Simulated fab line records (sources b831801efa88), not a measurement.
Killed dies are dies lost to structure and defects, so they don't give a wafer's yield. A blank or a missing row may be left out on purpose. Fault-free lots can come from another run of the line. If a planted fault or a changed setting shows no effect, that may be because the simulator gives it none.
fab line records ; flow sky130
record: lots: 4; wafers: 12; lastDay: 50
route steps=708 shown VIA2@516 METAL3@532 CAPM@537 PAD_OPEN@708
lots with no fault: from the same line, run without faults
startH: hours from the record's first day to the start of the lot's first wafer shown ; waitH: hours from the lot's prior step to this one ; " the same as in the row above ; L1.1+2: a single row standing in for several wafers ; - no value present, or no start provided ; * or withheld: withheld ; < > ~ a bound
route shown NAME@n: a module of which the file shows steps, and the number in the route of the first ; usual: the fault-free wafers' mean and standard deviation ; same: alike in all rows ; chamber/n: place in a boat ; sites: the reading at each site ; _std_site: the standard deviation of these ; _edge_site: outer sites' mean less inner sites' ; radiusMm: for every site, how far away it sits from the centre of the wafer ; mask NAME#n: copy n ; behind: the tool/chamber that last shaped the wafer ; hold: the reason the lot was held/the length of the hold in hours/how it ended ; device: which transistor (n, p or np) failed to switch ; end of line: tests of these same wafers at the route's end ; a step without rows: its recipe alone ; killed: the dies lost at the first sort to structure and to defects; this is not the yield of the wafer ; map: a wafer's dies, x killed, . not, _ none there
set.NAME: the setting that was run; set.NAME@STEP: the one run at that earlier step ; model.NAME: the simulator's own value behind a step, which no gauge read
a table for each step, a row for each wafer; lots at some steps of the route
services: the hour from which a tool's chamber was out of use, counted from the record's first day as startH (under 0 if before that day), plus the number of hours and why
== steps ==
step: SKY_VIA2_EXPOSE_09
recipe: maskId: VIM2; na: 0.8; sourceShape: annular; sigmaInner: 0.55; sigmaOuter: 0.85; targetCdNm: 200; doseMj: 38
step: SKY_VIA2_PEB_10
recipe: pebTempC: withheld; pebTimeS: withheld; resist: KrF-thick
step: SKY_VIA2_DEVELOP_11
recipe: developTimeS: 60; resist: KrF-thick; devTempC: 21
step: SKY_VIA2_ETCH_14
recipe: chemistry: N2/H2; target: BARC; ionEnergyEv: 200; sourceW: 500; biasW: 100; pressureMtorr: 30; n2FlowSccm: 100; h2FlowSccm: 200; stopOn: SiO2; timeS: 45.9; targetDepthA: 600
step: SKY_VIA2_ETCH_15
recipe: target: SiO2; chemistry: C4F8/O2/Ar; targetDepthNm: 546; stopOn: TiN; maskMaterial: KrF-thick; sourceW: 1500; biasW: 1200; pressureMtorr: 40; c4f8FlowSccm: withheld; O2_flow_sccm: 6; Ar_flow_sccm: 300; timeS: 84
step: SKY_VIA2_STRIP_16
recipe: chemistry: O2/N2; powerW: 1400; pressureMtorr: 1500; platenTempC: withheld; o2FlowSccm: 3000; n2FlowSccm: 300; overashFraction: 0.5
step: SKY_VIA2_STRIP_17
recipe: chemistry: postEtchResidueRemover; timeS: 1200; tempC: 72.5
step: SKY_VIA2_CLEAN_18
recipe: chemistry: IPA; timeS: 180; tempC: 25
step: SKY_VIA2_CLEAN_19
recipe: chemistry: O3/DIW; dry: n2Spin
step: SKY_VIA2_SPUTTER_20
recipe: material: TiN; targetThkNm: 20; chamberPressurePa: 5; powerW: 4000; timeS: 80
step: SKY_VIA2_CVD_21
recipe: material: W; targetThkNm: 420; timeS: 126.4; tempC: 400; pressureTorr: 40
usual: heaterPowerW: 898/83; susceptorTempC: 399.96/0.21
same: timeS: 126.4
lot.wafer;tool;chamber;startH;waitH;heaterPowerW;susceptorTempC
L948.3;cvdW-01;0;925.97;0.1;838;399.89
L948.5;cvdW-01;1;925.97;0.1;1041;399.74
L948.6;cvdW-01;0;925.97;0.1;834;400.24
L949.1;cvdW-01;0;942.48;0.0;839;400.22
L949.3;cvdW-01;1;942.48;0.0;1002;400.19
L949.4;cvdW-01;0;942.48;0.0;832;400.07
L958.3;cvdW-02;1;995.87;0.1;874;400.11
L958.4;cvdW-02;0;995.87;0.1;851;399.94
L958.5;cvdW-02;0;995.87;0.1;875;399.80
L959.1;cvdW-01;1;1000.49;0.0;1022;400.01
L959.4;cvdW-01;0;1000.49;0.0;830;399.97
L959.6;cvdW-01;1;1000.49;0.0;1029;400.12
step: SKY_VIA2_CMP_24
recipe: stopOn: SiO2; tOverpolishS: 20; downForcePsi: 3.5; platenRpm: 60; targetThkNm: 0; padVelocityMS: 0.94248
step: SKY_METAL3_SPUTTER_00
recipe: material: Ti; targetThkNm: 15; powerW: 3000; timeS: 10; chamberPressurePa: 0.4
step: SKY_METAL3_SPUTTER_01
recipe: material: TiN; targetThkNm: 20; powerW: 6500; timeS: 16.7; chamberPressurePa: 0.4
step: SKY_METAL3_SPUTTER_02
recipe: material: AlCu; targetThkNm: 735; powerW: 10600; timeS: 39.1; chamberPressurePa: 0.4
step: SKY_METAL3_SPUTTER_03
recipe: material: Ti; targetThkNm: 5; powerW: 3000; timeS: 3.3; chamberPressurePa: 0.4
step: SKY_METAL3_SPUTTER_04
recipe: material: TiN; targetThkNm: 70; powerW: 6500; timeS: 58.3; chamberPressurePa: 0.4
step: SKY_CAPM_CVD_00
recipe: material: SiO2; targetThkNm: 15.5; tempC: 400; timeS: withheld; rfW: 450
step: SKY_CAPM_SPUTTER_02
recipe: material: TiN; targetThkNm: 200; tempC: 300; powerW: 6500; timeS: 166.7; chamberPressurePa: 0.4
step: SKY_CAPM_DEHYDRATE_05
recipe: tempC: 200; timeS: 60
step: SKY_CAPM_HMDS_06
recipe: primeTimeS: 60; primeTempC: 120
step: SKY_CAPM_COAT_07
recipe: resist: NOVOLAK; spinRpm: 3000; resistThkNm: 1140
step: SKY_CAPM_SOFTBAKE_08
recipe: tempC: 90; timeS: 60; resist: NOVOLAK
step: SKY_CAPM_EXPOSE_09
recipe: maskId: CAPM; na: 0.6; sourceShape: conventional; sigmaOuter: 0.6; polarization: unpolarized; targetCdNm: 1000; doseMj: 159
step: SKY_CAPM_PEB_10
recipe: tempC: withheld; timeS: *; resist: NOVOLAK
step: SKY_CAPM_DEVELOP_11
recipe: resist: NOVOLAK; developer: TMAH; developTimeS: 60; devTempC: 23
step: SKY_CAPM_METAL_ETCH_13
recipe: targetDepthNm: 220; stopOn: SiO2; chemistry: Cl2/BCl3; target: TiN; pressureMtorr: 10; icpW: 900; biasW: 48.5; Cl2_flow_sccm: 60; bcl3FlowSccm: 30; timeS: 62.9
step: SKY_CAPM_STRIP_14
recipe: chemistry: O2/N2; powerW: 1400; pressureMtorr: 1500; platenTempC: withheld; o2FlowSccm: 3000; n2FlowSccm: 300; overashFraction: 0.5
step: SKY_CAPM_STRIP_15
recipe: chemistry: postEtchResidueRemover; timeS: 1200; tempC: 72.5
step: SKY_CAPM_CLEAN_16
recipe: chemistry: IPA; timeS: 180; tempC: 25
step: SKY_CAPM_CLEAN_17
recipe: chemistry: O3/DIW; dry: n2Spin
step: SKY_METAL3_DEHYDRATE_05
recipe: tempC: 200; timeS: 60
step: SKY_METAL3_HMDS_06
recipe: primeTimeS: 60; primeTempC: 120
step: SKY_METAL3_COAT_07
recipe: resist: BARC; tempC: withheld; timeS: withheld; spinRpm: 3000; resistThkNm: 60
step: SKY_PAD_OPEN_PROBE_99
usual: defectLimitedYield: 82.4/2; killed_at_M0_to_M3: 44/6.8; killed_at_M4_up: 3.4/2; killedAtContacts: 24/5.2; killedAtFrontEnd: 15/5.2; killedAtOther: 0.2/0.46; killedDies: 87/9.8; killedOnRim: 17/3.8; killedOpen: 47/7.5; killedShort: 39/6.8; sort_bin_3_pad_short: 0.8/0.37; sort_bin_5_function: 10.5/1.5; sort_bin_6_memory: 6.3/1.2; sortNPass: 405/9.8; sortYieldPct: 82.4/2
same: grossDies: 492; killedAtBackSide: 0; sort_bin_4_leakage[%]: 0; sort_bin_8_speed[%]: 0
lot.wafer;tool;chamber;startH;waitH;hold;defectLimitedYield[%];killed_at_M0_to_M3;killed_at_M4_up;killedAtContacts;killedAtFrontEnd;killedAtOther;killedDies;killedOnRim;killedOpen;killedShort;sort_bin_3_pad_short[%];sort_bin_5_function[%];sort_bin_6_memory[%];sortNPass;sortYieldPct[%];model.etest.tester.sortNPass;model.etest.tester.sortYieldPct;model.etest.tester.sort_bin_5_pct;model.etest.tester.sort_bin_3_pct
L948.3;prober-02;-;1136.86;0.2;awaitDispo/2.9h/release;74.8;85;3;17;19;0;124;19;37;37;2.2;17.9;5.1;368;74.8;368;74.8;17.89;2.236
L948.5;prober-02;-;1136.96;0.2;awaitDispo/2.9h/release;83.7;37;1;22;20;0;80;16;47;33;0.6;9.8;5.9;412;83.7;412;83.74;9.756;0.6098
L948.6;prober-02;-;1137.01;0.2;awaitDispo/2.9h/release;74.6;84;2;20;18;1;125;16;31;35;5.1;14.4;5.9;367;74.6;367;74.59;14.43;5.081
L949.1;prober-02;-;1147.97;0.1;awaitDispo/2.6h/release;70.5;109;2;26;7;1;145;19;47;42;2.6;17.1;9.8;347;70.5;347;70.53;17.07;2.642
L949.3;prober-02;-;1148.07;0.2;awaitDispo/2.6h/release;81.5;38;8;23;22;0;91;22;42;49;0.8;11.6;6.1;401;81.5;401;81.5;11.59;0.813
L949.4;prober-02;-;1148.12;0.2;awaitDispo/2.6h/release;71.5;94;4;26;16;0;140;17;52;29;3.0;18.5;6.9;352;71.5;352;71.54;18.5;3.049
L958.3;prober-02;-;1186.67;0.2;-;81.7;48;4;25;12;1;90;18;42;48;0.6;11.0;6.7;402;81.7;402;81.71;10.98;0.6098
L958.4;prober-02;-;1186.72;0.2;-;85.0;42;5;17;10;0;74;13;31;43;0.8;8.5;5.7;418;85.0;418;84.96;8.537;0.813
L958.5;prober-02;-;1186.77;0.2;-;81.1;45;2;26;20;0;93;14;58;35;1.2;11.2;6.5;399;81.1;399;81.1;11.18;1.22
L959.1;prober-01;-;1191.23;0.1;-;82.3;50;2;18;17;0;87;18;36;51;0.6;12.4;4.7;405;82.3;405;82.32;12.4;0.6098
L959.4;prober-01;-;1191.38;0.2;-;84.3;39;7;21;10;0;77;18;38;39;0;10.0;5.7;415;84.3;415;84.35;9.959;0
L959.6;prober-01;-;1191.48;0.2;-;82.9;38;3;29;14;0;84;14;50;34;0.4;11.2;5.5;408;82.9;408;82.93;11.18;0.4065
killed by level:class
L948.3 VIA2:unspecified=50 VIA1:geometricParticle:open=10 FIELD_ISO:geometricParticle:open=6 CONTACT:geometricParticle:open=5 METAL2:geometricParticle:short=5 VIA3:geometricParticle:open=5 LI_CONTACT:geometricParticle:open=4 LOCAL_INTERCONNECT:geometricParticle:short=4
L948.5 VIA1:geometricParticle:open=13 CONTACT:geometricParticle:open=10 FIELD_ISO:geometricParticle:short=6 FIELD_ISO:geometricParticle:open=5 LI_CONTACT:geometricParticle:open=5 VIA1:geometricParticle:short=5 LOCAL_INTERCONNECT:geometricParticle:short=4 METAL1:geometricParticle:short=4
L948.6 VIA2:unspecified=59 CONTACT:geometricParticle:open=6 POLY_GATE:geometricParticle:short=5 LI_CONTACT:geometricParticle:short=5 VIA3:geometricParticle:open=5 VIA1:geometricParticle:open=5 POLY_GATE:geometricParticle:open=4 LI_CONTACT:geometricParticle:open=4
L949.1 VIA2:unspecified=56 VIA1:geometricParticle:open=10 VIA3:geometricParticle:open=9 CONTACT:geometricParticle:open=9 LI_CONTACT:geometricParticle:open=7 VIA1:geometricParticle:short=7 VIA2:geometricParticle:open=7 METAL2:geometricParticle:short=6
L949.3 LI_CONTACT:geometricParticle:open=7 VIA2:geometricParticle:open=7 POLY_GATE:geometricParticle:open=6 VIA1:geometricParticle:open=6 POLY_GATE:geometricParticle:short=5 CONTACT:geometricParticle:open=5 METAL1:geometricParticle:short=5 VIA3:geometricParticle:short=5
L949.4 VIA2:unspecified=59 CONTACT:geometricParticle:open=11 VIA1:geometricParticle:open=9 LI_CONTACT:geometricParticle:open=7 VIA2:geometricParticle:open=7 POLY_GATE:geometricParticle:open=6 CONTACT:geometricParticle:short=4 VIA3:geometricParticle:open=4
L958.3 VIA1:geometricParticle:open=11 VIA1:geometricParticle:short=10 CONTACT:geometricParticle:open=6 LI_CONTACT:geometricParticle:open=5 VIA2:geometricParticle:open=5 LOCAL_INTERCONNECT:geometricParticle:short=5 CONTACT:geometricParticle:short=5 METAL1:geometricParticle:short=4
L958.4 METAL1:geometricParticle:short=11 VIA1:geometricParticle:open=10 CONTACT:geometricParticle:open=5 VIA1:geometricParticle:short=5 VIA3:geometricParticle:short=5 FIELD_ISO:geometricParticle:short=4 LI_CONTACT:geometricParticle:open=4 METAL2:geometricParticle:short=4
L958.5 VIA1:geometricParticle:open=17 LI_CONTACT:geometricParticle:open=9 FIELD_ISO:geometricParticle:open=8 CONTACT:geometricParticle:open=8 METAL1:geometricParticle:short=7 FIELD_ISO:geometricParticle:short=5 VIA2:geometricParticle:open=5 POLY_GATE:geometricParticle:short=4
L959.1 VIA1:geometricParticle:open=12 METAL2:geometricParticle:short=9 LOCAL_INTERCONNECT:geometricParticle:short=6 CONTACT:geometricParticle:short=6 METAL1:geometricParticle:short=6 POLY_GATE:geometricParticle:short=5 VIA1:geometricParticle:short=5 FIELD_ISO:geometricParticle:open=4
L959.4 VIA1:geometricParticle:open=11 VIA3:geometricParticle:open=7 CONTACT:geometricParticle:short=5 CONTACT:geometricParticle:open=5 VIA1:geometricParticle:short=5 METAL2:geometricParticle:short=5 METAL4:geometricParticle:short=4 POLY_GATE:geometricParticle:short=3
L959.6 VIA1:geometricParticle:open=11 VIA2:geometricParticle:open=8 VIA1:geometricParticle:short=6 LI_CONTACT:geometricParticle:open=6 CONTACT:geometricParticle:short=6 CONTACT:geometricParticle:open=6 VIA3:geometricParticle:open=6 LI_CONTACT:geometricParticle:short=5
map L948.6 (x killed, . not)
__________....x....._________
________x............._______
______............x...x._____
_____x..x.x..x.....x.....____
____....x......x.x...x...x___
___x.....................x.__
__x...x.....x.....x.x..x...._
_..........x..x...xx.........
_...x....x.......x..x........
_.....x..x.....x...xx......x.
_.x......x.xx.x..............
_.....x...xxxxx.x...xx.......
_........xx.xxxx..x.........x
_........xxxxxxxxx...........
_.....x.xxxxxxxxx.........x..
__.....xxxxxxxxxx..x.x......_
___...xx.xxxxxxxx..........__
____.x.xx.xxxxx...........___
_____.x.xxxxxx...x...x..x____
______........x.x......._____
________.x.x.........._______
__________..x..x...x_________
map L949.1 (x killed, . not)
__________......x.xx_________
________.x............_______
______..x...x...x...x..._____
_____.x.....x.x..........____
____x...........x....x....___
___.x.xx....x....x....x....__
__...x.xx....x.......x......_
_x..x....xx..........xxxx.x..
_x....x.x...x..x......x.....x
_..........x...xx..x.......x.
_.x.....xx.xx...x...x......x.
_......x..x.x.x.x.....xxx....
_.......xx.xxxxxx....x.......
_.....xxxxxxxxxxxx.......x...
_..x..xxxxxxxxxxxx...x...x...
__.x.x.xxxxxxxxxxx......x..._
___x...x.xxxxxxx.x.........__
____x..xx.x.xxxx.x........___
_____....x.xx..x.xx......____
______.x.....x.........x_____
________.x......x....._______
__________..x....x.._________
== services ==
tool;chamber;startH;hours;kind
cvdW-02;-;904.00;14.0;pm
cvdW-02;0;904.00;14.0;ventCycle
cvdW-02;1;904.00;14.0;ventCycle
cvdW-02;-;918.00;2.8;pm
cvdW-02;0;918.00;-;clean
cvdW-02;1;918.00;-;clean
cvdW-02;-;962.57;14.6;pm
== key ==
firstSign: step: SKY_PAD_OPEN_PROBE_99; reading: killed_at_M0_to_M3; direction: up; sigmas: 7.2; usual: 44; struck: 93
effect: step: SKY_PAD_OPEN_PROBE_99; reading: sort_bin_3_pad_short; direction: up; sigmas: 6.5; usual: 0.8; struck: 3.3
modelEffect: step: SKY_PAD_OPEN_PROBE_99; value: etest.tester.sortNPass; without: 407; struck: 358.5
metAt SKY_VIA2_CVD_21
struckWafers L948.3,L948.6,L949.1,L949.4
fault: kind: chamberParticleSource; tool: cvdW-01; chamber: 0; onsetH: 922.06; steps: SKY_VIA2_CVD_21; ratePerVisitCm2: 0.98513; endH: 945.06
